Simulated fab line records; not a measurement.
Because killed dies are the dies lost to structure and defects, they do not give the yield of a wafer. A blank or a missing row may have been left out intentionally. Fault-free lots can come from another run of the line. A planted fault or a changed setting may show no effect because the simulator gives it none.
fab line records    flow gf180mcu    part 2 of 2: steps 26 to 34 of 34
record lots=5  wafers=15  lastDay=34
route steps=602 shown NWELL@43 LVPWELL@54 MVSD@66
lots that met no fault: from a run of the same line without faults
startH: start of the lot's first displayed wafer, in hours after the record's first day    waitH: how many hours have passed since the lot's step before this one    " identical to the entry in the row above    L1.1+2: several wafers, shown together as one row    - no value, or no start given    * or withheld: withheld    < > ~ a bound
route shown NAME@n: names a module that has steps shown in the file, with the first one's number in the route    usual: the fault-free wafers' mean and standard deviation    same: alike in all rows    chamber/n: place in a boat    sites: each site's reading    _std_site: standard deviation of those values    _edge_site: inner sites' mean taken away from outer sites' mean    radiusMm: for every site, how far away it sits from the centre of the wafer    mask NAME#n: copy n    behind: tool/chamber where the wafer was last shaped    hold: cause of the lot's hold/its duration in hours/its outcome    device: names the non-switching transistor (n, p or np)    end of line: tests run on the same wafers once the route is complete    a step with no rows: only its recipe    killed: the dies lost at the first sort to structure and to defects; this is not the yield of the wafer    map: the dies of a wafer, with x for killed, . for not killed, _ for no die there
set.NAME: the setting the step ran with; set.NAME@STEP: the setting that earlier step ran with    model.NAME: the simulator's own value behind a step, which no gauge read
lots seen at some steps along the route; tables by step, rows by wafer
services: when a tool's chamber went out of use (startH, in hours from the record's first day, below 0 if earlier), for how many hours, and the reason
## steps
# step GF_MVSD_COAT_02
# recipe spinRpm=2000  resistThkNm=3000
# usual chillPlateTempC=22.99/0.097  spinSpeedRpm=2000.4/1.2
lot.wafer  tool           chamber  startH  waitH  chillPlateTempC  spinSpeedRpm
L077.3     lithoTrack-04  0        92.71   0.1    23.10            2000.7
L077.5     "              0        "       "      22.99            2000.3
L077.6     "              0        "       "      23.02            2000.2
L082.1     lithoTrack-03  0        122.11  0.1    22.88            1999.3
L082.2     "              0        "       "      22.82            2003.4
L082.6     "              0        "       "      22.90            2001.3
L089.2     lithoTrack-03  0        163.63  0.1    22.95            2002.2
L089.3     "              0        "       "      23.04            1997.5
L089.6     "              0        "       "      22.97            2000.8
L094.1     lithoTrack-04  0        192.51  0.1    23.26            2000.4
L094.2     "              0        "       "      23.12            2000.3
L094.5     "              0        "       "      23.00            2000.4
L095.2     lithoTrack-04  0        196.64  0.1    23.00            2001.1
L095.4     "              0        "       "      23.01            1999.8
L095.5     "              0        "       "      22.97            2001.7
# step GF_MVSD_SOFTBAKE_03
# recipe tempC=110  timeS=withheld
# usual chillPlateTempC=23.02/0.098
lot.wafer  tool           chamber  startH  waitH  chillPlateTempC
L077.3     lithoTrack-04  0        92.88   0.1    23.00
L077.5     "              0        "       "      23.23
L077.6     "              0        "       "      23.10
L082.1     lithoTrack-03  0        122.26  0.1    23.03
L082.2     "              0        "       "      23.22
L082.6     "              0        "       "      23.20
L089.2     lithoTrack-03  0        163.79  0.1    23.04
L089.3     "              0        "       "      23.09
L089.6     "              0        "       "      23.05
L094.1     lithoTrack-04  0        192.66  0.1    22.97
L094.2     "              0        "       "      22.93
L094.5     "              0        "       "      23.00
L095.2     lithoTrack-04  0        196.80  0.1    23.12
L095.4     "              0        "       "      23.01
L095.5     "              0        "       "      22.98
# step GF_MVSD_EXPOSE_04
# recipe maskId=MVSD  targetCdNm=1000  na=0.6  sourceShape=conventional  sigmaOuter=0.6  doseMj=260
# same sigmaOuter=0.6
lot.wafer   tool             chamber  startH  waitH  mask
L077.3+5+6  ilineStepper-01  0        -       -      MVSD#0
L082.1+2+6  ilineStepper-02  0        -       -      MVSD#0
L089.2+3+6  ilineStepper-01  0        -       -      MVSD#0
L094.1+2+5  ilineStepper-02  0        -       -      MVSD#0
L095.2+4+5  ilineStepper-02  0        -       -      MVSD#0
# step GF_MVSD_PEB_05
# recipe tempC=115  timeS=withheld
# usual chillPlateTempC=22.99/0.11
lot.wafer  tool           chamber  startH  waitH  chillPlateTempC
L077.3     lithoTrack-02  0        -       -      23.06
L077.5     "              0        "       "      22.89
L077.6     "              0        "       "      23.12
L082.1     lithoTrack-02  0        -       -      22.87
L082.2     "              0        "       "      22.92
L082.6     "              0        "       "      22.90
L089.2     lithoTrack-03  0        -       -      22.83
L089.3     "              0        "       "      22.95
L089.6     "              0        "       "      22.88
L094.1     lithoTrack-04  0        -       -      23.01
L094.2     "              0        "       "      23.02
L094.5     "              0        "       "      23.00
L095.2     lithoTrack-04  0        -       -      22.86
L095.4     "              0        "       "      22.90
L095.5     "              0        "       "      22.93
# step GF_MVSD_DEVELOP_06
# recipe wallAngleDeg=90  developTimeS=60  devTempC=23
# usual chillPlateTempC=22.99/0.12
lot.wafer  tool           chamber  startH  waitH  chillPlateTempC
L077.3     lithoTrack-02  0        -       -      22.93
L077.5     "              0        "       "      23.02
L077.6     "              0        "       "      22.97
L082.1     lithoTrack-02  0        -       -      22.95
L082.2     "              0        "       "      23.00
L082.6     "              0        "       "      22.90
L089.2     lithoTrack-03  0        -       -      23.06
L089.3     "              0        "       "      23.02
L089.6     "              0        "       "      23.10
L094.1     lithoTrack-04  0        -       -      22.85
L094.2     "              0        "       "      22.83
L094.5     "              0        "       "      22.83
L095.2     lithoTrack-04  0        -       -      22.96
L095.4     "              0        "       "      23.03
L095.5     "              0        "       "      22.85
# step GF_MVSD_OVL_MEAS_07
# usual MVSD_OVL=-0.1/1.4
lot.wafer  tool        chamber  startH  waitH  MVSD_OVL[nm]
L077.3     overlay-01  -        100.25  -      -2.8
L077.5     "           -        "       "      -0.1
L077.6     "           -        "       "      -2.4
L082.1     overlay-01  -        129.98  -      -0.4
L082.2     "           -        "       "      -1.6
L082.6     "           -        "       "      -0.9
L089.2     overlay-02  -        172.11  -      1.2
L089.3     "           -        "       "      0.5
L089.6     "           -        "       "      2.2
L094.1     overlay-01  -        201.16  -      0.1
L094.2     "           -        "       "      1.9
L094.5     "           -        "       "      1.1
L095.2     overlay-02  -        205.02  -      -0.5
L095.4     "           -        "       "      -0.3
L095.5     "           -        "       "      -1.7
# step GF_MVSD_IMPLANT_08
# recipe species=P  energyKev=403.7  doseCm2=1.6e+13  tiltDeg=0
# usual beamOnS=10.01/0.21
lot.wafer  tool          chamber  startH  waitH  beamOnS
L077.3     implanter-04  0        100.32  0.1    9.91
L077.5     "             0        "       "      9.90
L077.6     "             0        "       "      10.00
L082.1     implanter-02  0        130.02  0.0    9.76
L082.2     "             0        "       "      10.10
L082.6     "             0        "       "      9.60
L089.2     implanter-04  0        172.17  0.0    10.14
L089.3     "             0        "       "      9.89
L089.6     "             0        "       "      9.94
L094.1     implanter-04  0        201.20  0.0    9.85
L094.2     "             0        "       "      10.17
L094.5     "             0        "       "      9.99
L095.2     implanter-04  0        205.07  0.0    9.94
L095.4     "             0        "       "      9.88
L095.5     "             0        "       "      10.02
# step GF_MVSD_IMPLANT_09
# recipe species=P  energyKev=100  doseCm2=5e+12  tiltDeg=0
# usual beamOnS=10.01/0.2
lot.wafer  tool          chamber  startH  waitH  beamOnS
L077.3     implanter-04  0        100.47  0.1    9.61
L077.5     "             0        "       "      9.89
L077.6     "             0        "       "      9.95
L082.1     implanter-02  0        130.17  0.1    9.76
L082.2     "             0        "       "      9.97
L082.6     "             0        "       "      10.03
L089.2     implanter-04  0        172.32  0.1    9.92
L089.3     "             0        "       "      10.25
L089.6     "             0        "       "      9.66
L094.1     implanter-04  0        201.35  0.1    9.72
L094.2     "             0        "       "      9.89
L094.5     "             0        "       "      9.76
L095.2     implanter-04  0        205.22  0.1    10.08
L095.4     "             0        "       "      10.05
L095.5     "             0        "       "      9.84
# step GF_MVSD_STRIP_10
# recipe chemistry=O2/N2  powerW=1400  pressureMtorr=1500  platenTempC=250  o2FlowSccm=3000  n2FlowSccm=300  overashFraction=0.5
# usual drypumpMotorCurrentA=5.9/0.33  heaterPowerW=351/42  n2FlowSccm=300.0/0.91  oesProductAu=0.722/0.0044  platenTempC=250.03/0.17  stripTimeToEndpointS=37.06/0.11
# same overashFraction=0.5
lot.wafer  tool            chamber  startH  waitH  drypumpMotorCurrentA  heaterPowerW  n2FlowSccm  oesProductAu  platenTempC  rfHoursCounterH  stripTimeToEndpointS
L077.3     plasmaAsher-04  1        100.60  0.1    5.5                   306           300.6       0.724         249.84       -                37.14
L077.5     "               0        "       "      5.8                   354           298.5       0.714         250.14       -                37.18
L077.6     "               1        "       "      5.5                   307           299.6       0.721         250.07       -                37.01
L082.1     plasmaAsher-01  1        130.32  0.1    5.9                   346           301.2       0.727         250.09       47               36.95
L082.2     "               0        "       "      6.4                   417           299.2       0.721         249.69       47               36.98
L082.6     "               0        "       "      6.4                   413           299.3       0.717         250.08       -                36.99
L089.2     plasmaAsher-02  0        172.44  0.1    5.5                   330           299.7       0.723         249.81       40               37.21
L089.3     "               1        "       "      5.6                   296           300.8       0.729         249.91       -                37.23
L089.6     "               1        "       "      5.6                   295           300.7       0.726         250.14       -                37.19
L094.1     plasmaAsher-02  1        201.50  0.1    5.6                   292           300.0       0.727         249.98       43               36.93
L094.2     "               0        "       "      5.5                   325           300.4       0.722         249.96       43               37.02
L094.5     "               0        "       "      5.5                   332           299.9       0.715         250.02       -                37.07
L095.2     plasmaAsher-02  1        205.35  0.1    5.6                   293           299.3       0.723         250.00       44               37.00
L095.4     "               1        "       "      5.6                   299           300.5       0.722         250.00       -                36.92
L095.5     "               1        "       "      5.6                   297           301.4       0.721         249.99       -                36.96
## services
tool             chamber  startH  hours  kind
implanter-01     -        44.12   4.3    pm
implanter-02     -        51.07   2.1    repair
implanter-04     -        57.73   2.6    pm
ilineStepper-02  -        60.87   4.4    pm
implanter-03     -        72.09   106.0  repair
implanter-04     -        88.12   3.5    repair
plasmaAsher-04   -        95.88   1.6    repair
implanter-02     -        97.91   2.8    pm
implanter-04     -        101.62  5.0    pm
plasmaAsher-03   -        108.75  9.0    pm
implanter-01     -        123.12  0.9    repair
plasmaAsher-03   -        124.28  2.4    repair
lithoTrack-02    -        127.30  -      consumableReplace:filter
ilineStepper-01  -        127.46  2.1    pm
ilineStepper-01  -        129.54  -      consumableReplace:lamp
ilineStepper-01  -        132.63  1.7    pm
implanter-02     -        142.41  3.6    repair
implanter-01     -        152.04  3.7    pm
implanter-03     -        160.52  2.2    repair
plasmaAsher-04   -        172.28  1.1    repair
ilineStepper-02  0        180.53  -      calibration
ilineStepper-01  0        180.64  -      calibration
ilineStepper-01  -        195.58  9.5    repair
implanter-02     -        197.82  20.0   pm
